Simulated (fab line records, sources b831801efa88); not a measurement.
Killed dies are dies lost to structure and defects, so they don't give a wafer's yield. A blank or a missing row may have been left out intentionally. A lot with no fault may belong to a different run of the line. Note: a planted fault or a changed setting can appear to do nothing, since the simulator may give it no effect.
fab line records -- flow gf180mcu
record lots=6, wafers=18, last_day=34
route steps=602 shown M2@372 V2@382
lots untouched by any fault: they come from a run of this same line in which no faults occurred
start_h: hours from the record's first day to the start of the lot's first wafer shown -- wait_h: hours elapsed since this lot's preceding step -- " identical to the entry in the row above -- L1.1+2: several wafers, shown together as one row -- - no value, or no start given -- * or withheld: withheld -- < > ~ a bound
route shown NAME@n: a module of which the file shows steps, and the number in the route of the first -- usual: average and standard deviation across the fault-free wafers -- same: alike in all rows -- chamber/n: place in a boat -- sites: the reading at each site -- _std_site: the values' standard deviation -- _edge_site: mean of outer sites minus mean of inner sites -- radius_mm: how far each site lies from the wafer's centre -- mask NAME#n: copy n -- behind: the tool/chamber that last shaped the wafer -- hold: the reason the lot was held/the length of the hold in hours/how it ended -- device: which transistor (n, p or np) failed to switch -- end of line: at the end of the route, the tests of the same wafers -- step lacking rows: just its recipe -- killed: the dies lost at the first sort to structure and to defects; this is not the yield of the wafer -- map: dies across one wafer; x = killed, . = not, _ = none there
set.NAME: the setting the step ran with; set.NAME@STEP: the setting that earlier step ran with -- model.NAME: the simulator's own value behind a step, which no gauge read
certain route steps with their lots: each step a table, each wafer a row
services: when a tool's chamber went out of use (start_h, in hours from the record's first day, below 0 if earlier), for how many hours, and the reason
## steps
# step GF_M2_SOFTBAKE_10
# recipe temp_c=130, time_s=60, resist=KrF
# step GF_M2_EXPOSE_11
# recipe mask_id=Metal2, target_cd_nm=280, na=0.68, source_shape=conventional, sigma_outer=0.6, dose_mj=28
# step GF_M2_PEB_12
# recipe peb_temp_c=135, peb_time_s=90, resist=KrF
# step GF_M2_DEVELOP_13
# recipe develop_time_s=60, dev_temp_c=21
# step GF_M2_CD_MEAS_14
# recipe target_cd_nm=280
# usual cd_nm=279.5/1.2
lot.wafer,tool,chamber,start_h,wait_h,cd_nm
L461.1,cd_sem-01,-,493.23,0.1,279.2
L461.4,cd_sem-01,-,493.23,0.1,279.7
L461.6,cd_sem-01,-,493.23,0.1,279.7
L466.2,cd_sem-02,-,536.00,0.1,278.9
L466.5,cd_sem-02,-,536.00,0.1,278.0
L466.6,cd_sem-02,-,536.00,0.1,279.2
L470.2,cd_sem-01,-,566.96,0.1,281.3
L470.3,cd_sem-01,-,566.96,0.1,280.9
L470.4,cd_sem-01,-,566.96,0.1,280.1
L472.2,cd_sem-01,-,584.21,0.1,279.4
L472.5,cd_sem-01,-,584.21,0.1,281.0
L472.6,cd_sem-01,-,584.21,0.1,279.8
L477.1,cd_sem-02,-,621.49,0.1,277.5
L477.3,cd_sem-02,-,621.49,0.1,279.5
L477.4,cd_sem-02,-,621.49,0.1,280.6
L478.2,cd_sem-01,-,625.10,0.1,278.2
L478.5,cd_sem-01,-,625.10,0.1,280.0
L478.6,cd_sem-01,-,625.10,0.1,279.7
# step GF_M2_OVL_MEAS_15
# usual M2_OVL=1/5.7
lot.wafer,tool,chamber,start_h,wait_h,M2_OVL[nm]
L461.1,overlay-02,-,493.35,0.1,6
L461.4,overlay-02,-,493.35,0.1,-3
L461.6,overlay-02,-,493.35,0.1,-1
L466.2,overlay-02,-,536.11,0.1,2
L466.5,overlay-02,-,536.11,0.1,-1
L466.6,overlay-02,-,536.11,0.1,6
L470.2,overlay-02,-,567.07,0.1,5
L470.3,overlay-02,-,567.07,0.1,1
L470.4,overlay-02,-,567.07,0.1,11
L472.2,overlay-02,-,584.32,0.1,-2
L472.5,overlay-02,-,584.32,0.1,1
L472.6,overlay-02,-,584.32,0.1,-3
L477.1,overlay-01,-,621.61,0.1,6
L477.3,overlay-01,-,621.61,0.1,1
L477.4,overlay-01,-,621.61,0.1,-2
L478.2,overlay-02,-,625.21,0.1,8
L478.5,overlay-02,-,625.21,0.1,3
L478.6,overlay-02,-,625.21,0.1,3
# step GF_M2_METAL_ETCH_16
# recipe chemistry=Cl2/BCl3, mask_material=KrF, target_depth_nm=750.8, stop_on=SiO2, pressure_mtorr=8, icp_w=800, bias_w=140, Cl2_flow_sccm=80, bcl3_flow_sccm=40, time_s=125.1
# usual drypump_motor_current_A=5.6/0.33, he_backside_leak_sccm=3.3/0.32, oes_product_au=0.988/0.0057, throttle_valve_pct=28.232/0.0093
lot.wafer,tool,chamber,start_h,wait_h,drypump_motor_current_A,he_backside_leak_sccm,oes_product_au,rf_hours_counter_h,throttle_valve_pct
L461.1,rie_metal-03,0,493.39,0.0,5.7,3.3,0.993,11,28.250
L461.4,rie_metal-03,0,493.39,0.0,5.8,3.5,0.992,-,28.247
L461.6,rie_metal-03,0,493.39,0.0,5.7,3.5,0.980,-,28.243
L466.2,rie_metal-04,0,536.14,0.0,6.1,3.3,0.987,2,28.241
L466.5,rie_metal-04,1,536.14,0.0,5.6,3.1,0.984,-,28.243
L466.6,rie_metal-04,0,536.14,0.0,6.1,3.4,0.988,-,28.244
L470.2,rie_metal-04,1,567.10,0.0,5.6,3.0,0.983,11,28.246
L470.3,rie_metal-04,0,567.10,0.0,6.1,3.3,0.992,-,28.225
L470.4,rie_metal-04,1,567.10,0.0,5.6,3.0,0.979,-,28.221
L472.2,rie_metal-02,0,584.35,0.0,5.3,3.2,0.992,10,28.220
L472.5,rie_metal-02,0,584.35,0.0,5.3,3.2,0.992,-,28.228
L472.6,rie_metal-02,1,584.35,0.0,5.9,3.3,0.995,-,28.217
L477.1,rie_metal-03,1,621.65,0.0,5.1,3.2,0.984,6,28.247
L477.3,rie_metal-03,0,621.65,0.0,5.7,3.7,0.994,-,28.233
L477.4,rie_metal-03,1,621.65,0.0,5.1,3.4,0.990,-,28.233
L478.2,rie_metal-02,0,625.24,0.0,5.3,3.1,0.992,11,28.241
L478.5,rie_metal-02,0,625.24,0.0,5.3,3.0,0.993,-,28.232
L478.6,rie_metal-02,1,625.24,0.0,5.9,3.3,0.988,-,28.223
# step GF_M2_STRIP_17
# recipe chemistry=O2/N2, power_w=1400, pressure_mtorr=1500, platen_temp_c=250, o2_flow_sccm=3000, n2_flow_sccm=300, overash_fraction=0.5
# usual drypump_motor_current_A=5.7/0.46, heater_power_w=322/10, o2_flow_sccm=2999/8.6, oes_product_au=0.540/0.0053, strip_time_to_endpoint_s=7.42/0.043
lot.wafer,tool,chamber,start_h,wait_h,drypump_motor_current_A,heater_power_w,o2_flow_sccm,oes_product_au,rf_hours_counter_h,strip_time_to_endpoint_s
L461.1,plasma_asher-04,0,493.52,0.1,5.8,329,2997,0.541,6,7.45
L461.4,plasma_asher-04,1,493.52,0.1,5.9,316,3013,0.548,-,7.44
L461.6,plasma_asher-04,1,493.52,0.1,5.9,315,3000,0.538,-,7.40
L466.2,plasma_asher-03,1,536.32,0.1,4.9,308,3011,0.546,93,7.43
L466.5,plasma_asher-03,1,536.32,0.1,5.0,298,2989,0.543,-,7.48
L466.6,plasma_asher-03,0,536.32,0.1,5.5,329,2997,0.539,-,7.42
L470.2,plasma_asher-01,0,567.23,0.1,6.7,332,2995,0.537,46,7.44
L470.3,plasma_asher-01,1,567.23,0.1,5.3,320,3004,0.543,-,7.42
L470.4,plasma_asher-01,0,567.23,0.1,6.8,326,2988,0.541,-,7.47
L472.2,plasma_asher-04,0,584.48,0.1,5.8,331,2993,0.541,14,7.40
L472.5,plasma_asher-04,0,584.48,0.1,5.8,337,2996,0.541,-,7.46
L472.6,plasma_asher-04,1,584.48,0.1,5.9,320,2992,0.538,-,7.37
L477.1,plasma_asher-04,1,621.82,0.1,5.9,318,3000,0.538,19,7.36
L477.3,plasma_asher-04,0,621.82,0.1,5.8,331,3005,0.539,-,7.37
L477.4,plasma_asher-04,1,621.82,0.1,5.9,318,3005,0.525,-,7.40
L478.2,plasma_asher-04,1,625.36,0.1,5.9,321,2998,0.533,19,7.37
L478.5,plasma_asher-04,0,625.36,0.1,5.8,333,2991,0.537,-,7.39
L478.6,plasma_asher-04,1,625.36,0.1,5.9,309,3002,0.536,-,7.38
# step GF_M2_STRIP_18
# recipe chemistry=post_etch_residue_remover, time_s=1200, temp_c=72.5
# step GF_M2_CLEAN_19
# recipe chemistry=DIW, dry=n2_spin
# step GF_V2_CVD_00
# recipe material=SiO2, target_thk_nm=600, sigma_open_frac=0.3, temp_c=400, time_s=100, sih4_flow_sccm=60, pressure_mtorr=6
# step GF_V2_THK_MEAS_01
# recipe reads=SiO2_of_V2_CVD_00
# usual V2_CVD_00_THK=600/5.1
lot.wafer,tool,chamber,start_h,wait_h,V2_CVD_00_THK[nm]
L461.1,film_metro-01,-,494.12,0.0,600
L461.4,film_metro-01,-,494.12,0.0,597
L461.6,film_metro-01,-,494.12,0.0,603
L466.2,film_metro-03,-,536.93,0.0,598
L466.5,film_metro-03,-,536.93,0.0,603
L466.6,film_metro-03,-,536.93,0.0,598
L470.2,film_metro-04,-,567.84,0.0,604
L470.3,film_metro-04,-,567.84,0.0,609
L470.4,film_metro-04,-,567.84,0.0,600
L472.2,film_metro-01,-,585.09,0.0,596
L472.5,film_metro-01,-,585.09,0.0,591
L472.6,film_metro-01,-,585.09,0.0,600
L477.1,film_metro-03,-,622.42,0.0,605
L477.3,film_metro-03,-,622.42,0.0,596
L477.4,film_metro-03,-,622.42,0.0,594
L478.2,film_metro-01,-,625.98,0.0,604
L478.5,film_metro-01,-,625.98,0.0,607
L478.6,film_metro-01,-,625.98,0.0,609
# step GF_V2_CVD_02
# recipe material=SiO2, target_thk_nm=850, precursor=TEOS, temp_c=400, time_s=94.851, rf_w=600
# usual heater_power_outer_w=361/77, heater_power_w=633/120, susceptor_temp_C=400.01/0.22
lot.wafer,tool,chamber,start_h,wait_h,heater_power_outer_w,heater_power_w,susceptor_temp_C,model.SiO2_of_V2_CVD_02.thk_nm
L461.1,pecvd-01,0,494.18,0.1,259,527,399.42,834.2
L461.4,pecvd-01,1,494.18,0.1,434,770,400.17,846.8
L461.6,pecvd-01,2,494.18,0.1,403,751,399.84,849.4
L466.2,pecvd-02,1,536.98,0.0,416,664,400.01,840.9
L466.5,pecvd-02,1,536.98,0.0,422,716,400.57,861.1
L466.6,pecvd-02,0,536.98,0.0,301,462,400.28,859.6
L470.2,pecvd-01,2,567.89,0.0,406,756,399.94,789.3
L470.3,pecvd-01,0,567.89,0.0,278,540,400.06,792.4
L470.4,pecvd-01,2,567.89,0.0,301,619,400.22,797.9
L472.2,pecvd-01,1,585.14,0.0,355,670,399.88,804
L472.5,pecvd-01,2,585.14,0.0,306,618,400.01,802.3
L472.6,pecvd-01,1,585.14,0.0,425,726,399.72,816.1
L477.1,pecvd-02,0,622.48,0.1,308,478,400.18,848.4
L477.3,pecvd-02,2,622.48,0.1,445,791,399.78,826.8
L477.4,pecvd-02,1,622.48,0.1,334,570,399.87,854.2
L478.2,pecvd-02,0,626.03,0.0,310,476,400.01,837.8
L478.5,pecvd-02,2,626.03,0.0,337,634,400.08,851.9
L478.6,pecvd-02,0,626.03,0.0,332,503,399.72,851.2
# step GF_V2_THK_MEAS_03
# recipe reads=SiO2_of_V2_CVD_02
# usual V2_CVD_02_THK=851/11
lot.wafer,tool,chamber,start_h,wait_h,V2_CVD_02_THK[nm]
L461.1,film_metro-01,-,494.25,0.0,834
L461.4,film_metro-01,-,494.25,0.0,846
L461.6,film_metro-01,-,494.25,0.0,850
L466.2,film_metro-04,-,537.06,0.0,840
L466.5,film_metro-04,-,537.06,0.0,861
L466.6,film_metro-04,-,537.06,0.0,859
L470.2,film_metro-04,-,567.97,0.0,789
L470.3,film_metro-04,-,567.97,0.0,792
L470.4,film_metro-04,-,567.97,0.0,798
L472.2,film_metro-03,-,585.22,0.0,804
L472.5,film_metro-03,-,585.22,0.0,802
L472.6,film_metro-03,-,585.22,0.0,817
L477.1,film_metro-01,-,622.55,0.0,848
L477.3,film_metro-01,-,622.55,0.0,826
L477.4,film_metro-01,-,622.55,0.0,855
L478.2,film_metro-01,-,626.11,0.0,838
L478.5,film_metro-01,-,626.11,0.0,851
L478.6,film_metro-01,-,626.11,0.0,852
# step GF_V2_CMP_04
# recipe material=SiO2, down_force_psi=4, platen_rpm=60, pad_velocity_m_s=0.94248
# usual motor_current_A=11.5/1.4, platen_rpm=60.00/0.04, retaining_ring_pressure_frac=1.000/0.0049, time_to_endpoint_s=80/5.7
lot.wafer,tool,chamber,start_h,wait_h,motor_current_A,platen_rpm,retaining_ring_pressure_frac,time_to_endpoint_s
L461.1,cmp-01,3,494.36,0.1,9.6,60.04,0.996,73
L461.4,cmp-01,1,494.36,0.1,11.8,60.02,1.004,81
L461.6,cmp-01,3,494.36,0.1,9.8,60.08,0.992,84
L466.2,cmp-01,0,537.16,0.1,11.9,59.99,0.994,78
L466.6,cmp-01,3,537.16,0.1,9.7,59.99,0.998,88
L466.5,cmp-01,0,537.16,0.1,12.3,60.00,1.000,85
L470.3,cmp-02,0,568.09,0.1,10.9,59.97,0.990,58
L470.2,cmp-02,1,568.09,0.1,10.9,60.03,1.000,55
L470.4,cmp-02,2,568.09,0.1,10.7,59.99,1.004,59
L472.2,cmp-01,2,585.27,0.0,14.7,60.00,0.989,58
L472.6,cmp-01,2,585.27,0.0,13.9,59.96,0.992,66
L472.5,cmp-01,3,585.27,0.0,9.4,60.03,1.001,59
L477.1,cmp-02,2,622.61,0.1,9.0,60.07,1.002,74
L477.4,cmp-02,3,622.61,0.1,11.0,59.96,0.996,77
L477.3,cmp-02,0,622.61,0.1,11.8,59.96,1.004,69
L478.2,cmp-02,1,626.31,0.2,11.3,60.05,0.997,71
L478.5,cmp-02,2,626.31,0.2,9.8,60.01,0.997,76
L478.6,cmp-02,3,626.31,0.2,11.9,60.03,0.997,79
# step GF_V2_BOW_MEAS_05
# recipe mode=bow
# usual V2_BOW=100/7.9
lot.wafer,tool,chamber,start_h,wait_h,V2_BOW[um]
L461.1,film_metro-01,-,494.61,0.2,118
L461.4,film_metro-01,-,494.61,0.2,87
L461.6,film_metro-01,-,494.61,0.2,104
L466.2,film_metro-01,-,537.43,0.2,101
L466.5,film_metro-01,-,537.43,0.2,96
L466.6,film_metro-01,-,537.43,0.2,97
L470.2,film_metro-04,-,568.36,0.2,103
L470.3,film_metro-04,-,568.36,0.2,104
L470.4,film_metro-04,-,568.36,0.2,103
L472.2,film_metro-03,-,585.59,0.3,89
L472.5,film_metro-03,-,585.59,0.3,109
L472.6,film_metro-03,-,585.59,0.3,100
L477.1,film_metro-03,-,622.91,0.2,94
L477.3,film_metro-03,-,622.91,0.2,105
L477.4,film_metro-03,-,622.91,0.2,91
L478.2,film_metro-03,-,626.48,0.1,117
L478.5,film_metro-03,-,626.48,0.1,116
L478.6,film_metro-03,-,626.48,0.1,106
## services
tool,chamber,start_h,hours,kind
pecvd-02,-,469.98,2.8,pm
pecvd-02,-,493.88,1.9,repair
cmp-02,-,499.91,1.3,repair
plasma_asher-04,-,501.03,2.8,pm
plasma_asher-03,-,507.64,1.9,repair
cmp-01,-,522.44,11.9,pm
plasma_asher-04,-,534.77,1.6,repair
plasma_asher-01,-,534.98,3.3,repair
rie_metal-03,-,560.14,2.8,pm
cmp-01,-,572.16,4.0,pm
pecvd-02,-,573.01,6.0,pm
rie_metal-03,1,575.83,19.3,repair
cmp-01,-,576.16,-,consumable_replace:conditioner
cmp-01,-,576.16,-,consumable_replace:pad
plasma_asher-04,-,578.57,4.7,repair
cmp-02,-,584.31,2.5,repair
plasma_asher-01,-,584.36,23.4,pm
rie_metal-03,0,595.17,-,clean
rie_metal-03,0,595.17,26.2,scheduled_down
rie_metal-03,0,595.17,26.2,vent_cycle
cmp-02,-,615.49,6.6,pm
cmp-02,-,623.57,0.2,repair
rie_metal-02,1,625.74,-,clean
rie_metal-02,1,625.74,16.5,scheduled_down
## key
first_sign step=GF_V2_THK_MEAS_03, reading=V2_CVD_02_THK, direction=down, sigmas=4.8, usual=851, struck=800
effect step=GF_V2_CMP_04, reading=time_to_endpoint_s, direction=down, sigmas=3.6, usual=*, struck=*
model_effect step=GF_V2_CVD_02, value=SiO2_of_V2_CVD_02.thk_nm, without=851.3, struck=800.3
met_at GF_V2_CVD_02
struck_wafers L470.2,L470.3,L470.4,L472.2,L472.5,L472.6
onset_between 494.18 567.89
fault kind=process_parameter_drift, tool=pecvd-01, chamber=-, onset_h=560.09, steps=GF_V2_CVD_02, channel=target_thk_nm, offset=-51.008, shape=step, end_h=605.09, acts_in=these_recipes_only, stated=850
